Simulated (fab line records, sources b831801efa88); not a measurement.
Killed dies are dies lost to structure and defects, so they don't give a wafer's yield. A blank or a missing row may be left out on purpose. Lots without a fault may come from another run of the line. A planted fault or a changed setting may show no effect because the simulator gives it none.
fab line records | flow sky130
record lots=13 wafers=39 last_day=50
route steps=708 shown VT_ADJUST_PCH@153 SONOS_ONO@169 GATE_OXIDE@193 PAD_OPEN@708
lots that met no fault: from a run of the same line without faults
start_h: hours from the record's first day to the start of the lot's first wafer shown | wait_h: hours since the lot's step before | " the same as in the row above | L1.1+2: a row that stands for several wafers | - no value, or no start given | * or withheld: withheld | < > ~ a bound
route shown NAME@n: a module of which the file shows steps, and the number in the route of the first | usual: mean/standard deviation of fault-free wafers | same: alike in all rows | chamber/n: place in a boat | sites: the reading at each site | _std_site: their standard deviation | _edge_site: outer sites' mean less inner sites' | radius_mm: how far each site lies from the wafer's centre | mask NAME#n: copy n | behind: the tool/chamber that last shaped the wafer | hold: why the lot was held/for how many hours/how that ended | device: the transistor (n, p or np) that didn't switch | end of line: the same wafers' tests at the end of the route | a step without rows: its recipe alone | killed: dies lost to structure and defects at the first sort, not the wafer's yield | map: a wafer's dies, x killed, . not, _ none there
set.NAME: the setting as run; set.NAME@STEP: as run at that earlier step | model.NAME: the simulator's own value behind a step, which no gauge read
steps of the route over a sample of lots; a table a step, a row a wafer
services: from which hour (start_h, from the record's first day; less than 0 if before it) a tool's chamber was out of use, for how many hours, and why
## steps
# step SKY_VT_ADJUST_PCH_TW_MEAS_10
# usual VT_ADJUST_PCH_TW=141.4/0.76
# columns lot.wafer tool chamber start_h wait_h VT_ADJUST_PCH_TW
L105.1 film_metro-04 - 240.21 0.1 142.0
L105.3 " - " " 142.1
L105.6 " - " " 142.3
L106.1 film_metro-03 - 247.39 0.1 141.7
L106.2 " - " " 141.3
L106.4 " - " " 141.7
L108.2 film_metro-03 - 259.97 0.1 141.7
L108.3 " - " " 143.1
L108.6 " - " " 141.0
L110.1 film_metro-02 - 273.01 0.1 142.4
L110.4 " - " " 141.9
L110.5 " - " " 142.2
L111.1 film_metro-02 - 290.24 0.1 142.2
L111.2 " - " " 142.9
L111.3 " - " " 142.7
L112.1 film_metro-04 - 308.21 0.1 139.8
L112.2 " - " " 139.5
L112.3 " - " " 140.7
L119.1 film_metro-02 - 349.01 0.1 141.8
L119.2 " - " " 141.1
L119.3 " - " " 140.9
L120.2 film_metro-03 - 352.37 0.1 141.2
L120.4 " - " " 140.8
L120.6 " - " " 142.5
L121.1 film_metro-04 - 364.06 0.1 141.1
L121.3 " - " " 140.6
L121.5 " - " " 140.8
L123.4 film_metro-04 - 380.34 0.1 141.7
L123.5 " - " " 140.6
L123.6 " - " " 142.1
L124.3 film_metro-02 - 387.73 0.1 142.1
L124.4 " - " " 141.2
L124.5 " - " " 142.1
L126.4 film_metro-02 - 399.59 0.1 141.6
L126.5 " - " " 141.2
L126.6 " - " " 141.4
L127.1 film_metro-03 - 412.49 0.1 141.0
L127.4 " - " " 140.8
L127.5 " - " " 140.7
# step SKY_SONOS_ONO_THK_MEAS_01
# recipe reads=SiO2_of_SONOS_ONO_OXIDATION_00
# usual SONOS_ONO_OXIDATION_THK=2.61/0.05
# columns lot.wafer tool chamber start_h wait_h SONOS_ONO_OXIDATION_THK[nm]
L105.1 film_metro-01 - 265.56 0.0 2.58
L105.3 " - " " 2.61
L105.6 " - " " 2.57
L106.1 film_metro-02 - 273.96 0.0 2.63
L106.2 " - " " 2.65
L106.4 " - " " 2.71
L108.2 film_metro-02 - 287.76 0.0 2.60
L108.3 " - " " 2.64
L108.6 " - " " 2.52
L110.1 film_metro-02 - 302.93 0.0 2.63
L110.4 " - " " 2.62
L110.5 " - " " 2.62
L111.1 film_metro-04 - 318.98 0.0 2.69
L111.2 " - " " 2.62
L111.3 " - " " 2.59
L112.1 film_metro-01 - 336.81 0.0 2.66
L112.2 " - " " 2.70
L112.3 " - " " 2.61
L119.1 film_metro-02 - 379.38 0.0 2.56
L119.2 " - " " 2.55
L119.3 " - " " 2.64
L120.2 film_metro-02 - 383.66 0.0 2.58
L120.4 " - " " 2.56
L120.6 " - " " 2.47
L121.1 film_metro-01 - 394.63 0.0 2.63
L121.3 " - " " 2.61
L121.5 " - " " 2.62
L123.4 film_metro-02 - 411.78 0.0 2.58
L123.5 " - " " 2.57
L123.6 " - " " 2.53
L124.3 film_metro-04 - 421.82 0.0 2.66
L124.4 " - " " 2.64
L124.5 " - " " 2.60
L126.4 film_metro-04 - 432.89 0.0 2.66
L126.5 " - " " 2.62
L126.6 " - " " 2.63
L127.1 film_metro-01 - 443.48 0.0 2.71
L127.4 " - " " 2.60
L127.5 " - " " 2.65
# step SKY_GATE_OXIDE_SOFTBAKE_06
# recipe temp_c=90 time_s=60 resist=NOVOLAK
# usual exhaust_pa=44.8/0.71 heater_power_total_W=56.59/0.044 run_length_s=89.1/0.32
# columns lot.wafer tool chamber start_h wait_h exhaust_pa heater_power_total_W run_length_s
L105.1 litho_track-03 0 308.37 0.1 45.5 56.59 89.5
L105.3 " 0 " " 45.4 56.58 89.4
L105.6 " 0 " " 44.8 56.55 89.3
L106.1 litho_track-03 0 318.07 0.1 45.2 56.52 89.4
L106.2 " 0 " " 45.4 56.49 89.6
L106.4 " 0 " " 43.6 56.58 89.5
L108.2 litho_track-02 0 333.52 0.1 43.9 56.57 89.3
L108.3 " 0 " " 45.6 56.58 89.3
L108.6 " 0 " " 45.9 56.66 89.3
L110.1 litho_track-03 0 346.32 0.1 45.6 60.30 78.5
L110.4 " 0 " " 44.2 60.35 78.8
L110.5 " 0 " " 45.1 60.32 78.5
L111.1 litho_track-03 0 366.57 0.1 44.5 60.33 78.5
L111.2 " 0 " " 44.6 60.24 78.4
L111.3 " 0 " " 45.6 60.37 78.4
L112.1 litho_track-02 0 388.35 0.1 44.1 56.51 89.4
L112.2 " 0 " " 43.4 56.57 89.1
L112.3 " 0 " " 43.3 56.60 89.2
L119.1 litho_track-01 0 430.99 0.1 44.8 56.56 88.7
L119.2 " 0 " " 45.4 56.58 88.6
L119.3 " 0 " " 44.1 56.53 88.6
L120.2 litho_track-01 0 434.77 0.1 44.8 56.53 88.6
L120.4 " 0 " " 45.8 56.64 88.8
L120.6 " 0 " " 44.9 56.64 88.9
L121.1 litho_track-03 0 446.27 0.1 45.8 56.54 89.6
L121.3 " 0 " " 46.6 56.64 89.4
L121.5 " 0 " " 44.1 56.54 89.3
L123.4 litho_track-03 0 460.50 0.1 45.2 56.56 89.3
L123.5 " 0 " " 44.1 56.48 89.5
L123.6 " 0 " " 44.8 56.60 89.3
L124.3 litho_track-03 0 484.97 0.1 44.8 56.55 89.3
L124.4 " 0 " " 44.3 56.55 89.2
L124.5 " 0 " " 44.1 56.52 89.3
L126.4 litho_track-01 0 485.57 0.1 44.6 56.61 88.6
L126.5 " 0 " " 44.8 56.58 88.7
L126.6 " 0 " " 44.4 56.58 88.8
L127.1 litho_track-02 0 493.60 0.1 46.5 56.57 89.1
L127.4 " 0 " " 46.3 56.65 89.1
L127.5 " 0 " " 44.8 56.64 89.3
# step SKY_GATE_OXIDE_STRIP_13
# recipe chemistry=O2/N2 power_w=1400 pressure_mtorr=1500 platen_temp_c=withheld o2_flow_sccm=3000 n2_flow_sccm=300 overash_fraction=0.5
# usual drypump_motor_current_A=5.8/0.36 n2_flow_sccm=300.0/1.1 oes_product_au=0.715/0.0044 strip_time_to_endpoint_s=14.17/0.042
# columns lot.wafer tool chamber start_h wait_h drypump_motor_current_A n2_flow_sccm oes_product_au rf_hours_counter_h strip_time_to_endpoint_s
L105.1 plasma_asher-03 1 321.59 0.0 5.8 301.8 0.711 59 14.16
L105.3 " 0 " " 6.1 300.4 0.723 - 14.15
L105.6 " 1 " " 5.8 298.8 0.718 - 14.15
L106.1 plasma_asher-04 0 331.46 0.0 6.1 300.8 0.719 52 14.13
L106.2 " 1 " " 4.9 298.7 0.718 52 14.14
L106.4 " 0 " " 6.1 301.3 0.715 - 14.17
L108.2 plasma_asher-03 1 347.71 0.0 5.8 301.2 0.719 62 14.15
L108.3 " 1 " " 5.8 301.2 0.714 - 14.18
L108.6 " 0 " " 6.1 301.7 0.718 - 14.16
L110.1 plasma_asher-03 1 360.54 0.0 5.8 298.9 0.713 63 14.19
L110.4 " 1 " " 5.8 298.7 0.721 - 14.20
L110.5 " 0 " " 6.1 300.9 0.715 - 14.17
L111.1 plasma_asher-03 1 380.73 0.0 5.9 299.3 0.709 65 14.13
L111.2 " 0 " " 6.1 302.0 0.717 65 14.18
L111.3 " 1 " " 5.8 299.9 0.717 - 14.19
L112.1 plasma_asher-04 0 403.45 0.0 6.1 300.2 0.716 59 14.22
L112.2 " 1 " " 4.9 299.4 0.717 59 14.23
L112.3 " 0 " " 6.1 300.9 0.712 - 14.23
L119.1 plasma_asher-01 0 446.11 0.0 6.0 299.5 0.719 31 14.10
L119.2 " 1 " " 5.5 298.6 0.718 31 14.11
L119.3 " 0 " " 5.9 298.6 0.711 - 14.17
L120.2 plasma_asher-03 1 449.48 0.0 5.8 300.4 0.707 2 14.17
L120.4 " 0 " " 6.1 299.8 0.706 - 14.13
L120.6 " 1 " " 5.9 300.0 0.714 - 14.11
L121.1 plasma_asher-03 0 462.63 0.0 6.1 300.0 0.713 3 14.18
L121.3 " 0 " " 6.1 299.6 0.723 - 14.24
L121.5 " 0 " " 6.0 299.8 0.718 - 14.16
L123.4 plasma_asher-03 0 476.61 0.0 6.1 300.4 0.709 - 14.10
L123.5 " 1 " " 5.9 298.2 0.713 - 14.15
L123.6 " 0 " " 6.1 300.2 0.706 - 14.15
L124.3 plasma_asher-03 0 501.59 0.0 6.0 298.5 0.709 - 14.16
L124.4 " 1 " " 5.8 301.1 0.715 - 14.13
L124.5 " 1 " " 5.9 300.2 0.718 - 14.16
L126.4 plasma_asher-01 0 501.67 0.0 6.0 301.1 0.713 - 14.19
L126.5 " 1 " " 5.5 299.7 0.715 - 14.18
L126.6 " 0 " " 6.0 301.4 0.720 - 14.22
L127.1 plasma_asher-03 0 510.03 0.0 6.0 299.1 0.722 8 14.23
L127.4 " 1 " " 5.8 301.1 0.716 - 14.20
L127.5 " 0 " " 6.0 298.0 0.724 - 14.20
# step SKY_PAD_OPEN_PROBE_99
# usual killed_at_M0_to_M3=46/6.7 killed_at_M4_up=3.3/2 killed_at_contacts=24/5.4 killed_at_front_end=15/4.3 killed_at_other=0.4/0.64 killed_dies=89/9.1 killed_on_rim=17/3.7 killed_open=48/7.2 killed_short=40/6.3
# same gross_dies=492 killed_at_back_side=0
# columns lot.wafer tool chamber start_h wait_h killed_at_M0_to_M3 killed_at_M4_up killed_at_contacts killed_at_front_end killed_at_other killed_dies killed_on_rim killed_open killed_short
L106.1 prober-01 - 1100.04 0.1 32 5 17 16 1 71 18 38 32
L106.2 prober-01 - 1100.09 0.1 40 1 22 20 1 84 15 45 38
L106.4 prober-01 - 1100.19 0.2 36 6 20 20 0 82 13 48 34
L108.2 prober-02 - 1113.14 0.1 44 2 27 13 1 87 21 42 44
L108.3 prober-02 - 1113.19 0.2 48 2 21 19 0 90 12 52 35
L108.6 prober-02 - 1113.34 0.2 50 1 30 17 0 98 19 54 44
L111.1 prober-01 - 1136.16 0.1 32 1 30 16 0 79 19 40 39
L111.2 prober-01 - 1136.21 0.1 37 0 28 8 1 74 15 50 24
L111.3 prober-01 - 1136.26 0.2 47 2 36 14 0 99 16 60 39
L112.1 prober-02 - 1152.10 0.1 38 2 16 16 0 72 13 36 36
L112.2 prober-02 - 1152.15 0.1 58 1 19 17 0 95 17 53 41
L112.3 prober-02 - 1152.20 0.2 51 2 27 15 1 96 21 52 44
L120.2 prober-01 - 1180.35 0.1 43 7 25 20 0 95 21 50 45
L120.4 prober-01 - 1180.45 0.2 41 2 24 17 0 84 17 51 33
L120.6 prober-01 - 1180.55 0.2 41 5 23 12 0 81 15 38 43
L121.1 prober-02 - 1184.24 0.1 51 3 20 6 2 82 11 49 33
L121.3 prober-02 - 1184.34 0.2 50 0 22 16 2 90 21 46 43
L121.5 prober-02 - 1184.44 0.2 46 3 12 17 2 80 12 39 39
L123.4 prober-02 - 1193.39 0.2 42 1 30 17 1 91 16 52 39
L123.5 prober-02 - 1193.44 0.2 42 4 21 12 1 80 18 41 39
L123.6 prober-02 - 1193.49 0.2 52 5 24 21 0 102 19 57 45
L126.4 prober-01 - 1209.46 0.2 51 0 20 14 0 85 10 49 36
L126.5 prober-01 - 1209.51 0.2 48 3 32 22 0 105 21 59 46
L126.6 prober-01 - 1209.56 0.2 39 2 26 13 1 81 15 36 45
# killed by level:class
L106.1 VIA1:geometric_particle:open=8 FIELD_ISO:geometric_particle:short=7 LI_CONTACT:geometric_particle:open=7 POLY_GATE:geometric_particle:open=6 VIA2:geometric_particle:open=6 CONTACT:geometric_particle:open=5 METAL2:geometric_particle:short=4 METAL1:geometric_particle:short=4
L106.2 CONTACT:geometric_particle:open=9 VIA3:geometric_particle:open=9 VIA2:geometric_particle:open=8 FIELD_ISO:geometric_particle:short=6 POLY_GATE:geometric_particle:short=6 LI_CONTACT:geometric_particle:open=6 VIA1:geometric_particle:open=5 LOCAL_INTERCONNECT:geometric_particle:short=4
L106.4 VIA2:geometric_particle:open=8 LI_CONTACT:geometric_particle:open=7 VIA1:geometric_particle:open=7 VIA3:geometric_particle:open=7 CONTACT:geometric_particle:open=6 POLY_GATE:geometric_particle:short=5 METAL2:geometric_particle:short=5 FIELD_ISO:geometric_particle:short=4
L108.2 VIA1:geometric_particle:open=13 LI_CONTACT:geometric_particle:open=7 METAL2:geometric_particle:short=7 METAL1:geometric_particle:short=6 CONTACT:geometric_particle:short=6 CONTACT:geometric_particle:open=6 VIA3:geometric_particle:open=5 LI_CONTACT:geometric_particle:short=4
L108.3 VIA1:geometric_particle:open=14 CONTACT:geometric_particle:open=10 METAL2:geometric_particle:short=9 VIA3:geometric_particle:open=8 FIELD_ISO:geometric_particle:short=7 VIA2:geometric_particle:open=6 LI_CONTACT:geometric_particle:open=5 FIELD_ISO:geometric_particle:open=4
L108.6 LI_CONTACT:geometric_particle:open=10 VIA1:geometric_particle:open=9 CONTACT:geometric_particle:open=7 METAL2:geometric_particle:short=7 VIA3:geometric_particle:open=7 METAL1:geometric_particle:short=6 VIA1:geometric_particle:short=6 LOCAL_INTERCONNECT:geometric_particle:short=5
L111.1 LI_CONTACT:geometric_particle:open=13 FIELD_ISO:geometric_particle:short=8 VIA2:geometric_particle:open=7 CONTACT:geometric_particle:short=6 VIA1:geometric_particle:open=5 CONTACT:geometric_particle:open=5 VIA3:geometric_particle:open=5 LOCAL_INTERCONNECT:geometric_particle:short=4
L111.2 CONTACT:geometric_particle:open=11 LI_CONTACT:geometric_particle:open=10 VIA1:geometric_particle:open=8 VIA2:geometric_particle:open=8 METAL1:geometric_particle:short=7 VIA3:geometric_particle:open=5 POLY_GATE:geometric_particle:open=4 CONTACT:geometric_particle:short=3
L111.3 CONTACT:geometric_particle:open=15 VIA3:geometric_particle:open=11 VIA2:geometric_particle:open=9 LI_CONTACT:geometric_particle:open=7 METAL2:geometric_particle:short=7 CONTACT:geometric_particle:short=6 POLY_GATE:geometric_particle:open=5 LOCAL_INTERCONNECT:geometric_particle:short=5
L112.1 VIA3:geometric_particle:open=10 METAL1:geometric_particle:short=7 FIELD_ISO:geometric_particle:short=6 LI_CONTACT:geometric_particle:open=5 CONTACT:geometric_particle:open=5 POLY_GATE:geometric_particle:open=4 VIA1:geometric_particle:open=4 POLY_GATE:geometric_particle:short=3
L112.2 VIA3:geometric_particle:open=13 CONTACT:geometric_particle:open=12 VIA1:geometric_particle:open=9 METAL1:geometric_particle:short=7 VIA2:geometric_particle:open=6 FIELD_ISO:geometric_particle:open=5 METAL2:geometric_particle:short=5 VIA3:geometric_particle:short=5
L112.3 VIA1:geometric_particle:open=10 CONTACT:geometric_particle:open=9 METAL1:geometric_particle:short=8 LI_CONTACT:geometric_particle:open=7 VIA2:geometric_particle:open=7 POLY_GATE:geometric_particle:open=6 LOCAL_INTERCONNECT:geometric_particle:short=6 VIA3:geometric_particle:short=6
L120.2 VIA1:geometric_particle:open=9 VIA2:geometric_particle:open=7 LI_CONTACT:geometric_particle:open=7 FIELD_ISO:geometric_particle:open=6 LOCAL_INTERCONNECT:geometric_particle:short=6 VIA3:geometric_particle:open=6 CONTACT:geometric_particle:open=5 METAL1:geometric_particle:short=5
L120.4 VIA1:geometric_particle:open=8 VIA3:geometric_particle:open=7 FIELD_ISO:geometric_particle:open=6 LOCAL_INTERCONNECT:geometric_particle:open=6 VIA2:geometric_particle:open=6 LI_CONTACT:geometric_particle:open=5 LOCAL_INTERCONNECT:geometric_particle:short=5 METAL1:geometric_particle:short=5
L120.6 VIA1:geometric_particle:open=10 METAL2:geometric_particle:short=8 LI_CONTACT:geometric_particle:open=8 POLY_GATE:geometric_particle:short=7 CONTACT:geometric_particle:open=7 VIA1:geometric_particle:short=4 VIA3:geometric_particle:short=4 VIA3:geometric_particle:open=4
L121.1 VIA3:geometric_particle:open=11 VIA1:geometric_particle:open=10 LI_CONTACT:geometric_particle:open=7 VIA2:geometric_particle:open=6 CONTACT:geometric_particle:open=5 VIA1:geometric_particle:short=5 CONTACT:geometric_particle:short=4 METAL1:geometric_particle:open=4
L121.3 VIA1:geometric_particle:short=10 CONTACT:geometric_particle:open=10 VIA3:geometric_particle:open=10 VIA1:geometric_particle:open=7 METAL2:geometric_particle:short=6 FIELD_ISO:geometric_particle:open=4 FIELD_ISO:geometric_particle:short=4 METAL1:geometric_particle:short=4
L121.5 VIA1:geometric_particle:open=9 FIELD_ISO:geometric_particle:short=7 LI_CONTACT:geometric_particle:open=7 METAL1:geometric_particle:short=6 VIA2:geometric_particle:open=6 VIA3:geometric_particle:open=5 VIA1:geometric_particle:short=5 VIA2:geometric_particle:short=4
L123.4 CONTACT:geometric_particle:open=12 VIA1:geometric_particle:open=11 VIA3:geometric_particle:open=9 CONTACT:geometric_particle:short=6 POLY_GATE:geometric_particle:short=6 VIA1:geometric_particle:short=6 VIA2:geometric_particle:open=6 LOCAL_INTERCONNECT:geometric_particle:short=5
L123.5 CONTACT:geometric_particle:open=9 VIA1:geometric_particle:open=7 METAL1:geometric_particle:short=7 VIA2:geometric_particle:open=7 VIA1:geometric_particle:short=6 CONTACT:geometric_particle:short=6 POLY_GATE:geometric_particle:open=4 POLY_GATE:geometric_particle:short=4
L123.6 CONTACT:geometric_particle:open=11 VIA1:geometric_particle:open=11 VIA2:geometric_particle:open=8 LI_CONTACT:geometric_particle:open=7 METAL1:geometric_particle:short=7 METAL2:geometric_particle:short=6 FIELD_ISO:geometric_particle:short=5 FIELD_ISO:geometric_particle:open=5
L126.4 VIA1:geometric_particle:open=12 VIA3:geometric_particle:open=8 LI_CONTACT:geometric_particle:open=7 VIA2:geometric_particle:open=7 CONTACT:geometric_particle:short=6 CONTACT:geometric_particle:open=5 VIA1:geometric_particle:short=4 VIA2:geometric_particle:short=4
L126.5 VIA1:geometric_particle:open=17 CONTACT:geometric_particle:open=12 LI_CONTACT:geometric_particle:open=8 VIA3:geometric_particle:short=6 POLY_GATE:geometric_particle:open=6 POLY_GATE:geometric_particle:short=6 METAL1:geometric_particle:short=6 FIELD_ISO:geometric_particle:open=5
L126.6 CONTACT:geometric_particle:open=8 LI_CONTACT:geometric_particle:open=7 METAL1:geometric_particle:short=7 METAL2:geometric_particle:short=7 VIA1:geometric_particle:open=6 VIA3:geometric_particle:short=6 VIA2:geometric_particle:open=5 FIELD_ISO:geometric_particle:open=4
## services
# columns tool chamber start_h hours kind
litho_track-02 - 331.18 - consumable_replace:filter
plasma_asher-01 - 394.69 12.0 repair
plasma_asher-03 - 421.25 9.0 pm
plasma_asher-03 0 421.25 9.0 vent_cycle
plasma_asher-03 1 421.25 9.0 vent_cycle
litho_track-03 - 426.59 - consumable_replace:filter
plasma_asher-03 0 430.25 - clean
plasma_asher-03 1 430.25 - clean
## key
first_sign step=SKY_GATE_OXIDE_SOFTBAKE_06 reading=heater_power_total_W direction=up sigmas=84 usual=* struck=*
effect step=SKY_GATE_OXIDE_SOFTBAKE_06 reading=run_length_s direction=down sigmas=33 usual=* struck=*
met_at SKY_GATE_OXIDE_SOFTBAKE_06
struck_lots L110,L111
tester_left_out L110,L111
not_acting_at SKY_VT_ADJUST_PCH_TW_MEAS_10,SKY_SONOS_ONO_THK_MEAS_01,SKY_GATE_OXIDE_STRIP_13
onset_between 318.07 346.32
fault kind=process_parameter_drift tool=litho_track-03 chamber=- onset_h=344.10 steps=SKY_GATE_OXIDE_SOFTBAKE_06 channel=time_s offset=* shape=step end_h=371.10 acts_in=* stated=*
# tester_left_out: of these lots the tester's yield and bins aren't shown, on N5 and GAA mostly nor the transistor test; their killed dies are dies lost to structure and defects alone, not to doping, threshold or leakage, so they don't give the yield
